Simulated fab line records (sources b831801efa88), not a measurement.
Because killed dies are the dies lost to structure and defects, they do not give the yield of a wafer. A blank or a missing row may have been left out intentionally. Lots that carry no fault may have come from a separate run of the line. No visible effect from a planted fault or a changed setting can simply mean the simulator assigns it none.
fab line records + flow sky130
record
- lots=5
- wafers=14
- last_day=50
route steps=708 shown VIA2@520 METAL3@532
lots untouched by any fault: they come from a run of this same line in which no faults occurred
start_h: hours from the record's first day to the start of the lot's first wafer shown + wait_h: hours from the lot's prior step to this one + " as in the row above + L1.1+2: several wafers, shown together as one row + - no value, or no start given + * or withheld: withheld + < > ~ a bound
route shown NAME@n: a module of which the file shows steps, and the number in the route of the first + usual: the fault-free wafers' mean and standard deviation + same: alike in all rows + chamber/n: place in a boat + sites: each site's reading + _std_site: standard deviation across them + _edge_site: outer sites' mean less inner sites' + radius_mm: for every site, how far away it sits from the centre of the wafer + mask NAME#n: copy n + behind: the most recent tool/chamber to have shaped the wafer + hold: what put the lot on hold/how long, in hours/how the hold closed + device: the transistor (n, p or np) that didn't switch + end of line: tests of these same wafers at the route's end + where a step has no rows: the recipe by itself + killed: dies lost to structure and defects at the first sort, not the wafer's yield + map: a wafer's dies, x killed, . not, _ none there
set.NAME: setting as actually run; set.NAME@STEP: the setting as run at that earlier step + model.NAME: the simulator's own value behind a step, which no gauge read
a table for each step, a row for each wafer; lots at some steps of the route
services: the hour from which a tool's chamber was out of use, counted from the record's first day as start_h (under 0 if before that day), plus the number of hours and why
## steps
# step SKY_VIA2_OVL_MEAS_13
# usual
- VIA2_OVL=0/4.7
| lot.wafer | tool       | chamber | start_h | wait_h | VIA2_OVL[nm] |
|-----------|------------|---------|---------|--------|--------------|
| L327.1    | overlay-02 | -       | 912.67  | 0.1    | -2           |
| L327.3    | "          | -       | "       | "      | 0            |
| L327.4    | "          | -       | "       | "      | 3            |
| L330.2    | overlay-02 | -       | 936.73  | 0.1    | 0            |
| L330.4    | "          | -       | "       | "      | 2            |
| L330.6    | "          | -       | "       | "      | 6            |
| L332.2    | overlay-02 | -       | 985.13  | 0.1    | -4           |
| L332.4    | "          | -       | "       | "      | -2           |
| L342.2    | overlay-02 | -       | 1024.28 | 0.1    | 10           |
| L342.3    | "          | -       | "       | "      | 5            |
| L342.4    | "          | -       | "       | "      | 7            |
| L343.2    | overlay-01 | -       | 1028.98 | 0.1    | -1           |
| L343.3    | "          | -       | "       | "      | -7           |
| L343.5    | "          | -       | "       | "      | 5            |
# step SKY_VIA2_ETCH_14
# recipe
- chemistry=N2/H2
- target=BARC
- ion_energy_ev=200
- source_w=500
- bias_w=100
- pressure_mtorr=30
- n2_flow_sccm=100
- h2_flow_sccm=200
- stop_on=SiO2
- time_s=45.9
- target_depth_a=600
# usual
- drypump_motor_current_A=5.7/0.49
- oes_product_au=0.855/0.0046
- throttle_valve_pct=13.226/0.0091
| lot.wafer | tool        | chamber | start_h | wait_h | drypump_motor_current_A | oes_product_au | rf_hours_counter_h | throttle_valve_pct |
|-----------|-------------|---------|---------|--------|-------------------------|----------------|--------------------|--------------------|
| L327.1    | rie_diel-03 | 3       | 912.71  | 0.0    | 5.0                     | 0.858          | 6                  | 13.223             |
| L327.3    | "           | 1       | "       | "      | 6.0                     | 0.861          | 5                  | 13.216             |
| L327.4    | "           | 2       | "       | "      | 5.9                     | 0.863          | 13                 | 13.234             |
| L330.2    | rie_diel-03 | 2       | 936.76  | 0.0    | 5.9                     | 0.854          | 14                 | 13.225             |
| L330.4    | "           | 1       | "       | "      | 6.1                     | 0.852          | 6                  | 13.233             |
| L330.6    | "           | 0       | "       | "      | 5.9                     | 0.855          | -                  | 13.231             |
| L332.2    | rie_diel-01 | 2       | 985.16  | 0.0    | 6.2                     | 0.846          | 13                 | 13.235             |
| L332.4    | "           | 3       | "       | "      | 6.4                     | 0.844          | 14                 | 13.220             |
| L342.2    | rie_diel-03 | 2       | 1024.31 | 0.0    | 5.9                     | 0.856          | 16                 | 13.205             |
| L342.3    | "           | 3       | "       | "      | 5.0                     | 0.859          | 10                 | 13.206             |
| L342.4    | "           | 1       | "       | "      | 6.1                     | 0.853          | 8                  | 13.232             |
| L343.2    | rie_diel-01 | 0       | 1029.01 | 0.0    | 5.4                     | 0.851          | 6                  | 13.206             |
| L343.3    | "           | 2       | "       | "      | 6.2                     | 0.858          | 14                 | 13.222             |
| L343.5    | "           | 2       | "       | "      | 6.2                     | 0.850          | -                  | 13.218             |
# step SKY_VIA2_ETCH_15
# recipe
- target=SiO2
- chemistry=C4F8/O2/Ar
- target_depth_nm=546
- stop_on=TiN
- mask_material=KrF-thick
- source_w=1500
- bias_w=1200
- pressure_mtorr=40
- c4f8_flow_sccm=withheld
- O2_flow_sccm=6
- Ar_flow_sccm=300
- time_s=84
# usual
- oes_product_au=0.939/0.0048
| lot.wafer | tool        | chamber | start_h | wait_h | oes_product_au | rf_hours_counter_h |
|-----------|-------------|---------|---------|--------|----------------|--------------------|
| L327.1    | rie_diel-03 | 3       | 912.75  | 0.0    | 0.933          | 6                  |
| L327.3    | "           | 1       | "       | "      | 0.943          | 5                  |
| L327.4    | "           | 2       | "       | "      | 0.943          | 13                 |
| L330.2    | rie_diel-03 | 2       | 936.80  | 0.0    | 0.934          | 14                 |
| L330.4    | "           | 1       | "       | "      | 0.944          | 6                  |
| L330.6    | "           | 0       | "       | "      | 0.938          | -                  |
| L332.2    | rie_diel-01 | 2       | 985.20  | 0.0    | 0.939          | 13                 |
| L332.4    | "           | 3       | "       | "      | 0.946          | 14                 |
| L342.2    | rie_diel-03 | 2       | 1024.35 | 0.0    | 0.935          | 16                 |
| L342.3    | "           | 3       | "       | "      | 0.940          | 10                 |
| L342.4    | "           | 1       | "       | "      | 0.938          | 8                  |
| L343.2    | rie_diel-01 | 0       | 1029.05 | 0.0    | 0.938          | 6                  |
| L343.3    | "           | 2       | "       | "      | 0.936          | 14                 |
| L343.5    | "           | 2       | "       | "      | 0.937          | -                  |
# step SKY_VIA2_STRIP_16
# recipe
- chemistry=O2/N2
- power_w=1400
- pressure_mtorr=1500
- platen_temp_c=withheld
- o2_flow_sccm=3000
- n2_flow_sccm=300
- overash_fraction=0.5
# usual
- drypump_motor_current_A=5.6/0.41
- oes_product_au=0.398/0.0051
- strip_time_to_endpoint_s=4.049/0.021
| lot.wafer | tool            | chamber | start_h | wait_h | drypump_motor_current_A | oes_product_au | rf_hours_counter_h | strip_time_to_endpoint_s |
|-----------|-----------------|---------|---------|--------|-------------------------|----------------|--------------------|--------------------------|
| L327.1    | plasma_asher-01 | 0       | 912.81  | 0.0    | 5.4                     | 0.411          | 17                 | 4.083                    |
| L327.3    | "               | 1       | "       | "      | 5.9                     | 0.389          | -                  | 4.076                    |
| L327.4    | "               | 0       | "       | "      | 5.4                     | 0.401          | -                  | 4.052                    |
| L330.2    | plasma_asher-01 | 0       | 936.86  | 0.0    | 5.4                     | 0.400          | 20                 | 4.067                    |
| L330.4    | "               | 1       | "       | "      | 5.9                     | 0.393          | -                  | 4.058                    |
| L330.6    | "               | 0       | "       | "      | 5.4                     | 0.394          | -                  | 4.040                    |
| L332.2    | plasma_asher-01 | 0       | 985.27  | 0.0    | 5.4                     | 0.397          | 24                 | 4.081                    |
| L332.4    | "               | 0       | "       | "      | 5.4                     | 0.404          | -                  | 4.056                    |
| L342.2    | plasma_asher-04 | 1       | 1024.41 | 0.0    | 5.1                     | 0.400          | 58                 | 4.045                    |
| L342.3    | "               | 1       | "       | "      | 5.0                     | 0.403          | -                  | 4.044                    |
| L342.4    | "               | 0       | "       | "      | 6.3                     | 0.402          | -                  | 4.022                    |
| L343.2    | plasma_asher-04 | 1       | 1029.11 | 0.0    | 5.1                     | 0.387          | 59                 | 4.055                    |
| L343.3    | "               | 1       | "       | "      | 5.1                     | 0.395          | -                  | 4.077                    |
| L343.5    | "               | 1       | "       | "      | 5.1                     | 0.397          | -                  | 4.068                    |
# step SKY_VIA2_STRIP_17
# recipe
- chemistry=post_etch_residue_remover
- time_s=1200
- temp_c=72.5
# step SKY_VIA2_CLEAN_18
# recipe
- chemistry=IPA
- time_s=180
- temp_c=25
# step SKY_VIA2_CLEAN_19
# recipe
- chemistry=O3/DIW
- dry=n2_spin
# step SKY_VIA2_SPUTTER_20
# recipe
- material=TiN
- target_thk_nm=20
- chamber_pressure_pa=5
- power_w=4000
- time_s=80
# usual
- throttle_valve_pct=30.0/1.2
| lot.wafer | tool           | chamber | start_h | wait_h | throttle_valve_pct |
|-----------|----------------|---------|---------|--------|--------------------|
| L327.1    | pvd_sputter-02 | -       | 913.45  | 0.0    | 31.7               |
| L327.3    | "              | -       | "       | "      | 30.1               |
| L327.4    | "              | -       | "       | "      | 29.1               |
| L330.2    | pvd_sputter-01 | -       | 937.47  | 0.0    | 30.0               |
| L330.4    | "              | -       | "       | "      | 32.9               |
| L330.6    | "              | -       | "       | "      | 29.8               |
| L332.2    | pvd_sputter-02 | -       | 985.86  | 0.0    | 28.4               |
| L332.4    | "              | -       | "       | "      | 30.0               |
| L342.2    | pvd_sputter-03 | -       | 1025.05 | 0.0    | 29.4               |
| L342.3    | "              | -       | "       | "      | 29.0               |
| L342.4    | "              | -       | "       | "      | 30.8               |
| L343.2    | pvd_sputter-02 | -       | 1029.72 | 0.0    | 30.3               |
| L343.3    | "              | -       | "       | "      | 29.3               |
| L343.5    | "              | -       | "       | "      | 30.1               |
# step SKY_VIA2_CVD_21
# recipe
- material=W
- target_thk_nm=420
- time_s=126.4
- temp_c=400
- pressure_torr=40
# step SKY_VIA2_RS_MEAS_22
# recipe
- thk_meas_gauge=four-point-probe
- reads=W_of_VIA2_CVD_21+TiN_of_VIA2_SPUTTER_20
# usual
- VIA2_W_RS=0.274/0.0032
| lot.wafer | tool          | chamber | start_h | wait_h | VIA2_W_RS[ohm/sq] |
|-----------|---------------|---------|---------|--------|-------------------|
| L327.1    | film_metro-01 | -       | 913.64  | 0.1    | 0.279             |
| L327.3    | "             | -       | "       | "      | 0.277             |
| L327.4    | "             | -       | "       | "      | 0.277             |
| L330.2    | film_metro-04 | -       | 937.68  | 0.1    | 0.272             |
| L330.4    | "             | -       | "       | "      | 0.274             |
| L330.6    | "             | -       | "       | "      | 0.270             |
| L332.2    | film_metro-04 | -       | 986.20  | 0.2    | 0.273             |
| L332.4    | "             | -       | "       | "      | 0.272             |
| L342.2    | film_metro-01 | -       | 1025.26 | 0.1    | 0.273             |
| L342.3    | "             | -       | "       | "      | 0.271             |
| L342.4    | "             | -       | "       | "      | 0.269             |
| L343.2    | film_metro-04 | -       | 1029.93 | 0.1    | 0.273             |
| L343.3    | "             | -       | "       | "      | 0.276             |
| L343.5    | "             | -       | "       | "      | 0.273             |
# step SKY_VIA2_THK_MEAS_23
# recipe
- thk_meas_gauge=xrf
- reads=W_of_VIA2_CVD_21
# usual
- VIA2_W_THK=426/6.2
| lot.wafer | tool          | chamber | start_h | wait_h | VIA2_W_THK[nm] |
|-----------|---------------|---------|---------|--------|----------------|
| L327.1    | film_metro-01 | -       | 913.76  | 0.1    | 415            |
| L327.3    | "             | -       | "       | "      | 418            |
| L327.4    | "             | -       | "       | "      | 413            |
| L330.2    | film_metro-04 | -       | 937.79  | 0.1    | 432            |
| L330.4    | "             | -       | "       | "      | 424            |
| L330.6    | "             | -       | "       | "      | 434            |
| L332.2    | film_metro-04 | -       | 986.31  | 0.1    | 427            |
| L332.4    | "             | -       | "       | "      | 427            |
| L342.2    | film_metro-01 | -       | 1025.37 | 0.1    | 428            |
| L342.3    | "             | -       | "       | "      | 427            |
| L342.4    | "             | -       | "       | "      | 431            |
| L343.2    | film_metro-04 | -       | 1030.04 | 0.1    | 429            |
| L343.3    | "             | -       | "       | "      | 425            |
| L343.5    | "             | -       | "       | "      | 427            |
# step SKY_VIA2_CMP_24
# recipe
- stop_on=SiO2
- t_overpolish_s=20
- down_force_psi=3.5
- platen_rpm=60
- target_thk_nm=0
- pad_velocity_m_s=0.94248
# usual
- edge_zone_pressure_frac=1.000/0.005
- motor_current_A=11.0/0.98
- overpolish_run_s=20.000/0.0081
- platen_rpm=60.00/0.039
- time_to_endpoint_s=101/3.4
| lot.wafer | tool   | chamber | start_h | wait_h | edge_zone_pressure_frac | motor_current_A | overpolish_run_s | platen_rpm | time_to_endpoint_s |
|-----------|--------|---------|---------|--------|-------------------------|-----------------|------------------|------------|--------------------|
| L327.4    | cmp-01 | 3       | 913.82  | 0.0    | 1.002                   | 11.1            | 20.006           | 59.99      | 97                 |
| L327.1    | "      | 0       | "       | "      | 0.996                   | 9.3             | 19.990           | 60.00      | 100                |
| L327.3    | "      | 1       | "       | "      | 1.002                   | 11.3            | 20.008           | 60.04      | 101                |
| L330.2    | cmp-02 | 1       | 937.94  | 0.1    | 1.000                   | 9.6             | 20.009           | 59.99      | 94                 |
| L330.4    | "      | 2       | "       | "      | 0.998                   | 12.7            | 19.991           | 59.99      | 94                 |
| L330.6    | "      | 0       | "       | "      | 0.995                   | 11.1            | 19.996           | 59.99      | 94                 |
| L332.4    | cmp-01 | 3       | 986.41  | 0.1    | 0.996                   | 11.2            | 20.009           | 59.95      | 102                |
| L332.2    | "      | 0       | "       | "      | 0.996                   | 9.5             | 19.996           | 60.07      | 99                 |
| L342.2    | cmp-02 | 1       | 1025.42 | 0.0    | 1.000                   | 9.5             | 20.015           | 59.99      | 101                |
| L342.3    | "      | 2       | "       | "      | 0.999                   | 12.3            | 19.998           | 60.04      | 101                |
| L342.4    | "      | 3       | "       | "      | 1.004                   | 12.3            | 19.995           | 59.97      | 106                |
| L343.2    | cmp-01 | 1       | 1030.09 | 0.0    | 1.001                   | 11.3            | 20.002           | 59.99      | 110                |
| L343.3    | "      | 3       | "       | "      | 0.998                   | 11.5            | 19.988           | 59.97      | 105                |
| L343.5    | "      | 2       | "       | "      | 1.006                   | 11.5            | 19.993           | 60.07      | 107                |
# step SKY_METAL3_SPUTTER_00
# recipe
- material=Ti
- target_thk_nm=15
- power_w=3000
- time_s=10
- chamber_pressure_pa=0.4
# usual
- throttle_valve_pct=30.0/1.2
| lot.wafer | tool           | chamber | start_h | wait_h | throttle_valve_pct | model.Ti_of_METAL3_SPUTTER_00.thk_nm |
|-----------|----------------|---------|---------|--------|--------------------|--------------------------------------|
| L327.1    | pvd_sputter-04 | -       | 914.12  | 0.2    | 29.8               | 15.04                                |
| L327.3    | "              | -       | "       | "      | 29.8               | 14.97                                |
| L327.4    | "              | -       | "       | "      | 29.9               | 14.89                                |
| L330.2    | pvd_sputter-02 | -       | 938.14  | 0.1    | 29.7               | 14.87                                |
| L330.4    | "              | -       | "       | "      | 30.2               | 14.78                                |
| L330.6    | "              | -       | "       | "      | 30.3               | 14.85                                |
| L332.2    | pvd_sputter-02 | -       | 986.66  | 0.1    | 31.5               | 15.21                                |
| L332.4    | "              | -       | "       | "      | 30.5               | 16.66                                |
| L342.2    | pvd_sputter-01 | -       | 1025.72 | 0.2    | 32.7               | 15.01                                |
| L342.3    | "              | -       | "       | "      | 29.6               | 14.85                                |
| L342.4    | "              | -       | "       | "      | 30.3               | 14.67                                |
| L343.2    | pvd_sputter-04 | -       | 1030.39 | 0.2    | 30.0               | 15.01                                |
| L343.3    | "              | -       | "       | "      | 31.2               | 15.09                                |
| L343.5    | "              | -       | "       | "      | 31.0               | 14.95                                |
# step SKY_METAL3_SPUTTER_01
# recipe
- material=TiN
- target_thk_nm=20
- power_w=6500
- time_s=16.7
- chamber_pressure_pa=0.4
## services
| tool            | chamber | start_h | hours | kind                           |
|-----------------|---------|---------|-------|--------------------------------|
| cmp-02          | -       | 893.04  | 1.4   | repair                         |
| cmp-02          | -       | 902.98  | 0.9   | repair                         |
| cmp-02          | -       | 912.00  | 4.0   | pm                             |
| cmp-02          | -       | 916.00  | -     | consumable_replace:conditioner |
| cmp-02          | -       | 916.00  | -     | consumable_replace:pad         |
| cmp-02          | -       | 916.54  | 2.3   | repair                         |
| plasma_asher-04 | -       | 916.72  | 0.7   | repair                         |
| rie_diel-03     | 2       | 924.30  | 5.2   | repair                         |
| rie_diel-01     | 0       | 943.99  | 6.9   | repair                         |
| pvd_sputter-04  | -       | 945.82  | 4.4   | repair                         |
| rie_diel-03     | 3       | 952.93  | 8.1   | repair                         |
| cmp-01          | -       | 957.95  | 0.8   | repair                         |
| pvd_sputter-04  | -       | 962.53  | 1.0   | repair                         |
| rie_diel-01     | -       | 971.53  | 2.8   | pm                             |
| pvd_sputter-02  | -       | 974.43  | 3.5   | repair                         |
| pvd_sputter-03  | -       | 977.65  | 3.0   | repair                         |
| pvd_sputter-02  | -       | 980.73  | 1.7   | repair                         |
| cmp-02          | -       | 999.03  | 0.2   | repair                         |
| pvd_sputter-04  | -       | 1006.43 | 4.6   | repair                         |
| cmp-01          | -       | 1007.05 | 5.3   | pm                             |
| cmp-02          | -       | 1017.22 | 0.7   | repair                         |
| pvd_sputter-02  | -       | 1018.61 | 3.8   | repair                         |
| plasma_asher-01 | -       | 1022.95 | 4.7   | repair                         |
## key
first_sign none at tools or gauges
model_effect
- step=SKY_METAL3_SPUTTER_00
- value=Ti_of_METAL3_SPUTTER_00.thk_nm
- without=15.33
- struck=16.66
met_at SKY_METAL3_SPUTTER_00
struck_wafers L332.4
onset_between 938.14 986.66
fault
- kind=process_parameter_drift
- tool=pvd_sputter-02
- chamber=-
- onset_h=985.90
- steps=SKY_METAL3_SPUTTER_00
- channel=time_s
- offset=*
- shape=step
- end_h=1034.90
- scope=struck_wafers_only
- acts_in=*
- stated=*
